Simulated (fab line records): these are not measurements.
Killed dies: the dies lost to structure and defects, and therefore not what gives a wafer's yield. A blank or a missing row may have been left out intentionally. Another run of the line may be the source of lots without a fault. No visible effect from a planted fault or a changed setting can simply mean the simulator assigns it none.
Which tool was responsible? / flow gf180mcu / 11 lots with 33 wafers sampled at 3 steps, on a route of 602 steps

## WHAT EACH GAUGE READ, for each wafer
GF_HV_LDD_TW_MEAS_50. Usual: HV_LDD_4_TW 570, standard deviation 4.5.
lot=L993; measured=day 13 03:46; on=filmMetro-04; HV_LDD_4_TW=574 575 574; flag=
lot=L994; measured=day 13 08:18; on=filmMetro-01; HV_LDD_4_TW=573 568 569; flag=
lot=L996; measured=day 13 19:34; on=filmMetro-04; HV_LDD_4_TW=573 573 574; flag=
lot=L998; measured=day 14 17:36; on=filmMetro-01; HV_LDD_4_TW=570 569 568; flag=
lot=L101; measured=day 15 17:29; on=filmMetro-04; HV_LDD_4_TW=573 575 574; flag=
lot=L106; measured=day 17 13:15; on=filmMetro-04; HV_LDD_4_TW=30 30 30; flag=OFF
lot=L107; measured=day 17 16:17; on=filmMetro-02; HV_LDD_4_TW=30 30 30; flag=OFF
lot=L110; measured=day 19 00:52; on=filmMetro-01; HV_LDD_4_TW=570 573 570; flag=
lot=L112; measured=day 19 14:02; on=filmMetro-02; HV_LDD_4_TW=557 557 556; flag=
lot=L113; measured=day 20 05:54; on=filmMetro-04; HV_LDD_4_TW=573 571 572; flag=
lot=L114; measured=day 20 06:04; on=filmMetro-01; HV_LDD_4_TW=570 569 568; flag=

## TOOL THAT RAN EACH LOT (tool first, then ch and the chambers of the sampled wafers, then the start)
lot=L993; GF_HV_LDD_STRIP_37=plasmaAsher-02 ch 0, day 12 07:31; GF_HV_LDD_STRIP_49=plasmaAsher-04 ch 1, day 13 03:40
lot=L994; GF_HV_LDD_STRIP_37=plasmaAsher-03 ch 0,1, day 12 11:37; GF_HV_LDD_STRIP_49=plasmaAsher-02 ch 0,1, day 13 08:13
lot=L996; GF_HV_LDD_STRIP_37=plasmaAsher-03 ch 0,1, day 12 23:48; GF_HV_LDD_STRIP_49=plasmaAsher-04 ch 0,1, day 13 19:28
lot=L998; GF_HV_LDD_STRIP_37=plasmaAsher-04 ch 0,1, day 13 21:07; GF_HV_LDD_STRIP_49=plasmaAsher-04 ch 0,1, day 14 17:30
lot=L101; GF_HV_LDD_STRIP_37=plasmaAsher-03 ch 0,1, day 14 19:57; GF_HV_LDD_STRIP_49=plasmaAsher-02 ch 0,1, day 15 17:22
lot=L106; GF_HV_LDD_STRIP_37=plasmaAsher-03 ch 0,1, day 16 13:40; GF_HV_LDD_STRIP_49=plasmaAsher-03 ch 0,1, day 17 13:09
lot=L107; GF_HV_LDD_STRIP_37=plasmaAsher-02 ch 0,1, day 16 17:29; GF_HV_LDD_STRIP_49=plasmaAsher-02 ch 0,1, day 17 16:13
lot=L110; GF_HV_LDD_STRIP_37=plasmaAsher-02 ch 0,1, day 18 00:30; GF_HV_LDD_STRIP_49=plasmaAsher-03 ch 0,1, day 19 00:46
lot=L112; GF_HV_LDD_STRIP_37=plasmaAsher-02 ch 0,1, day 18 13:39; GF_HV_LDD_STRIP_49=plasmaAsher-02 ch 0,1, day 19 13:55
lot=L113; GF_HV_LDD_STRIP_37=plasmaAsher-04 ch 0,1, day 18 16:43; GF_HV_LDD_STRIP_49=plasmaAsher-02 ch 1, day 20 05:48
lot=L114; GF_HV_LDD_STRIP_37=plasmaAsher-03 ch 0,1, day 19 05:34; GF_HV_LDD_STRIP_49=plasmaAsher-03 ch 0,1, day 20 05:58
- GF_HV_LDD_STRIP_37: strips in O2/N2.
- GF_HV_LDD_STRIP_49: strips in O2/N2.

## AS READ BY THE TOOLS THEMSELVES (means over the sampled wafers that have a number; for cases with no such wafer, the mark the record gives instead)
GF_HV_LDD_STRIP_37. Usual: chamberPressureMTorr 1499.9 mTorr, standard deviation 1.3; drypumpMotorCurrentA 5.5 A, standard deviation 0.33; heaterPowerW 342 W, standard deviation 46; oesProductAu 0.716 a.u., standard deviation 0.0046; stripTimeToEndpointS 12.65 s, standard deviation 0.042.
lot=L993; tool=plasmaAsher-02; chamberPressureMTorr (mTorr)=1498.9; drypumpMotorCurrentA (A)=5.1; heaterPowerW (W)=433; oesProductAu (a.u.)=0.717; stripTimeToEndpointS (s)=12.62; flag=
lot=L994; tool=plasmaAsher-03; chamberPressureMTorr (mTorr)=1499.7; drypumpMotorCurrentA (A)=5.6; heaterPowerW (W)=308; oesProductAu (a.u.)=0.719; stripTimeToEndpointS (s)=12.61; flag=
lot=L996; tool=plasmaAsher-03; chamberPressureMTorr (mTorr)=1499.9; drypumpMotorCurrentA (A)=5.6; heaterPowerW (W)=309; oesProductAu (a.u.)=0.711; stripTimeToEndpointS (s)=12.66; flag=
lot=L998; tool=plasmaAsher-04; chamberPressureMTorr (mTorr)=1499.6; drypumpMotorCurrentA (A)=5.5; heaterPowerW (W)=341; oesProductAu (a.u.)=0.716; stripTimeToEndpointS (s)=12.66; flag=
lot=L101; tool=plasmaAsher-03; chamberPressureMTorr (mTorr)=1499.1; drypumpMotorCurrentA (A)=5.8; heaterPowerW (W)=317; oesProductAu (a.u.)=0.716; stripTimeToEndpointS (s)=12.70; flag=
lot=L106; tool=plasmaAsher-03; chamberPressureMTorr (mTorr)=-; drypumpMotorCurrentA (A)=-; heaterPowerW (W)=-; oesProductAu (a.u.)=-; stripTimeToEndpointS (s)=-; flag=OFF
lot=L107; tool=plasmaAsher-02; chamberPressureMTorr (mTorr)=-; drypumpMotorCurrentA (A)=-; heaterPowerW (W)=-; oesProductAu (a.u.)=-; stripTimeToEndpointS (s)=-; flag=OFF
lot=L110; tool=plasmaAsher-02; chamberPressureMTorr (mTorr)=1499.3; drypumpMotorCurrentA (A)=5.2; heaterPowerW (W)=394; oesProductAu (a.u.)=0.712; stripTimeToEndpointS (s)=12.64; flag=
lot=L112; tool=plasmaAsher-02; chamberPressureMTorr (mTorr)=1499.9; drypumpMotorCurrentA (A)=5.2; heaterPowerW (W)=397; oesProductAu (a.u.)=0.711; stripTimeToEndpointS (s)=12.66; flag=
lot=L113; tool=plasmaAsher-04; chamberPressureMTorr (mTorr)=1501.0; drypumpMotorCurrentA (A)=5.6; heaterPowerW (W)=346; oesProductAu (a.u.)=0.713; stripTimeToEndpointS (s)=12.62; flag=
lot=L114; tool=plasmaAsher-03; chamberPressureMTorr (mTorr)=1498.7; drypumpMotorCurrentA (A)=5.9; heaterPowerW (W)=324; oesProductAu (a.u.)=0.719; stripTimeToEndpointS (s)=12.71; flag=

GF_HV_LDD_STRIP_49. Usual: chamberPressureMTorr 1500.2 mTorr, standard deviation 1.2; drypumpMotorCurrentA 5.5 A, standard deviation 0.32; heaterPowerW 347 W, standard deviation 51; oesProductAu 0.716 a.u., standard deviation 0.0046; stripTimeToEndpointS 12.65 s, standard deviation 0.033.
lot=L993; tool=plasmaAsher-04; chamberPressureMTorr (mTorr)=1499.9; drypumpMotorCurrentA (A)=5.5; heaterPowerW (W)=329; oesProductAu (a.u.)=0.711; stripTimeToEndpointS (s)=12.64; flag=
lot=L994; tool=plasmaAsher-02; chamberPressureMTorr (mTorr)=1500.6; drypumpMotorCurrentA (A)=5.2; heaterPowerW (W)=355; oesProductAu (a.u.)=0.716; stripTimeToEndpointS (s)=12.68; flag=
lot=L996; tool=plasmaAsher-04; chamberPressureMTorr (mTorr)=1500.3; drypumpMotorCurrentA (A)=5.6; heaterPowerW (W)=342; oesProductAu (a.u.)=0.714; stripTimeToEndpointS (s)=12.63; flag=
lot=L998; tool=plasmaAsher-04; chamberPressureMTorr (mTorr)=1500.5; drypumpMotorCurrentA (A)=5.6; heaterPowerW (W)=343; oesProductAu (a.u.)=0.718; stripTimeToEndpointS (s)=12.68; flag=
lot=L101; tool=plasmaAsher-02; chamberPressureMTorr (mTorr)=1500.6; drypumpMotorCurrentA (A)=5.2; heaterPowerW (W)=357; oesProductAu (a.u.)=0.716; stripTimeToEndpointS (s)=12.61; flag=
lot=L106; tool=plasmaAsher-03; chamberPressureMTorr (mTorr)=1500.3; drypumpMotorCurrentA (A)=5.6; heaterPowerW (W)=309; oesProductAu (a.u.)=0.718; stripTimeToEndpointS (s)=27.73; flag=OFF
lot=L107; tool=plasmaAsher-02; chamberPressureMTorr (mTorr)=1500.2; drypumpMotorCurrentA (A)=5.2; heaterPowerW (W)=351; oesProductAu (a.u.)=0.717; stripTimeToEndpointS (s)=27.72; flag=OFF
lot=L110; tool=plasmaAsher-03; chamberPressureMTorr (mTorr)=1500.7; drypumpMotorCurrentA (A)=5.6; heaterPowerW (W)=311; oesProductAu (a.u.)=0.716; stripTimeToEndpointS (s)=12.60; flag=
lot=L112; tool=plasmaAsher-02; chamberPressureMTorr (mTorr)=1500.4; drypumpMotorCurrentA (A)=5.2; heaterPowerW (W)=354; oesProductAu (a.u.)=0.724; stripTimeToEndpointS (s)=12.67; flag=
lot=L113; tool=plasmaAsher-02; chamberPressureMTorr (mTorr)=1499.8; drypumpMotorCurrentA (A)=5.3; heaterPowerW (W)=314; oesProductAu (a.u.)=0.714; stripTimeToEndpointS (s)=12.65; flag=
lot=L114; tool=plasmaAsher-03; chamberPressureMTorr (mTorr)=1500.9; drypumpMotorCurrentA (A)=5.6; heaterPowerW (W)=309; oesProductAu (a.u.)=0.715; stripTimeToEndpointS (s)=12.68; flag=

## THE ANSWER, worked out from the rows above alone
Rule: a lot counts as off when the mean over its wafers that have a number is more than 3 standard deviations away from the usual mean. A lot without any number at a reading at which 4 lots or more have one is off too. The other lots that the step has rows for count as sound. The gauges are gone through in route order, then the tools' own readings, and for those a lot's mean is taken as printed above. At the first step where some lot is off, the reading lying furthest off is the one used; lots without a number count as furthest.
Off: at GF_HV_LDD_TW_MEAS_50 (HV_LDD_4_TW), L106, L107.
If a tool, at a process step before that reading, ran all the lots that are off and no sound lot after the first of them, it fits. Not tried: the gauges at GF_HV_LDD_TW_MEAS_50; whatever is off there is also off at GF_HV_LDD_STRIP_37, on other tools, and gauge error can't account for it. No candidate that was tried fits.

## WHAT THE SIMULATOR HAD INSERTED
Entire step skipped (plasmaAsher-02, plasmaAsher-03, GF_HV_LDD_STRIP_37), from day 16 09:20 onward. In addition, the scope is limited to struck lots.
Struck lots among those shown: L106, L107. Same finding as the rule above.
